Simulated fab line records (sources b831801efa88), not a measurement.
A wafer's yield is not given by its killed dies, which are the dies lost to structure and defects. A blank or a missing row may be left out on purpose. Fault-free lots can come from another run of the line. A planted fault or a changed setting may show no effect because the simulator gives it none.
A lot that was struck, set against a sound lot / flow gf180mcu / 16 steps out of a route of 602
Sound: the wafers L500.2, L500.3, L500.5. Wafers L510.3, L510.4, L510.5 were the ones struck. At the end, the cause is stated.
Order at every step that has rows: each side's tool, ch and its chambers, its first start. Under that, the readings that differ: sound wafers / struck wafers / difference of the means / sigmas: that difference in standard deviations of wafers without a fault.
alike: a reading whose means differ by less than 2 such deviations, as well as words and numbers matching on both sides. not compared: withheld readings; readings where some wafer has no value; bounds like >300 that might hide an equal value; numbers whose values overlap and for which the record gives no deviation.
Wherever a step has rows on one side only, a row that says differs or no value, or a row with sigmas, the two part there. Non-overlapping numbers with no deviation appear without sigmas and do not part them. Lack of a reading on every wafer of one side parts them only where that side has two or more wafers.

GF_POLY_GATE_ETCH_13: etches poly-Si in HBr/Cl2, stops on SiO2, target depth 198.5 nm, time 69.6 s.
  sound on rie_si-02 ch 0,2,3, day 9 18:43; struck on rie_si-02 ch 0,3, day 13 01:26
reading=he_backside_leak_sccm (sccm); sound=2.47 5.28 2.76; struck=2.94 2.66 2.83; difference=-0.69; sigmas=-3
  alike: drypump_motor_current_A, oes_product_au, throttle_valve_pct
  not compared: rf_hours_counter_h
GF_POLY_GATE_STRIP_14: strips in O2/N2.
  sound on plasma_asher-03 ch 0,1, day 9 18:46; struck on plasma_asher-02 ch 0,1, day 13 01:31
  alike: drypump_motor_current_A, heater_power_w, oes_product_au
  not compared: rf_hours_counter_h
then, 2 steps without rows for these wafers: GF_POLY_GATE_CLEAN_15 (cleans in SC1/SC2, time 150 s); GF_POLY_GATE_OXIDATION_16 (stabilise 600 s, purge 300 s, target thk 4 nm).
GF_POLY_GATE_THK_MEAS_17:
  sound on film_metro-02 at day 9 21:55; struck on film_metro-01 at day 13 03:53
reading=POLY_GATE_OXIDATION_THK (nm); sound=4.19 4.27 4.11; struck=3.96 4.01 4.08; difference=-0.17; sigmas=-2
GF_POLY_GATE_CD_MEAS_18:
  sound on cd_sem-02 at day 9 21:59; struck on cd_sem-01 at day 13 04:00
  alike: cd_nm
then, 6 steps without rows for these wafers: GF_HV_LDD_DEHYDRATE_00 (time 60 s); GF_HV_LDD_HMDS_01 (prime time 60 s); GF_HV_LDD_COAT_02 (resist thk 1000 nm); GF_HV_LDD_SOFTBAKE_03 (time 60 s); GF_HV_LDD_EXPOSE_04 (exposes mask Nplus LV AREA, target cd 400 nm); GF_HV_LDD_PEB_05.
GF_HV_LDD_DEVELOP_06: develop time 60 s.
  sound on litho_track-02 ch 0, day 10 15:11; struck on litho_track-04 ch 0, day 14 00:05
GF_HV_LDD_CD_MEAS_07: the cd target is 400 nm.
  sound on cd_sem-01 at day 10 15:20; struck on cd_sem-02 at day 14 00:13
reading=cd_nm (nm); sound=399.4 399.5 401.5; struck=380.9 383.2 380.2; difference=-18.7; sigmas=-7
GF_HV_LDD_OVL_MEAS_08:
  sound on overlay-02 at day 10 15:26; struck on overlay-01 at day 14 00:19
  alike: HV_LDD_OVL
then, 1 step without rows for these wafers: GF_PASSIVATION_PROBE_99.

WHERE THEY PART
At GF_POLY_GATE_ETCH_13 first; at GF_HV_LDD_CD_MEAS_07 last (within this record only). Later steps at which nothing parts them and some readings are alike: GF_HV_LDD_OVL_MEAS_08.

WHY: what the simulator had put in
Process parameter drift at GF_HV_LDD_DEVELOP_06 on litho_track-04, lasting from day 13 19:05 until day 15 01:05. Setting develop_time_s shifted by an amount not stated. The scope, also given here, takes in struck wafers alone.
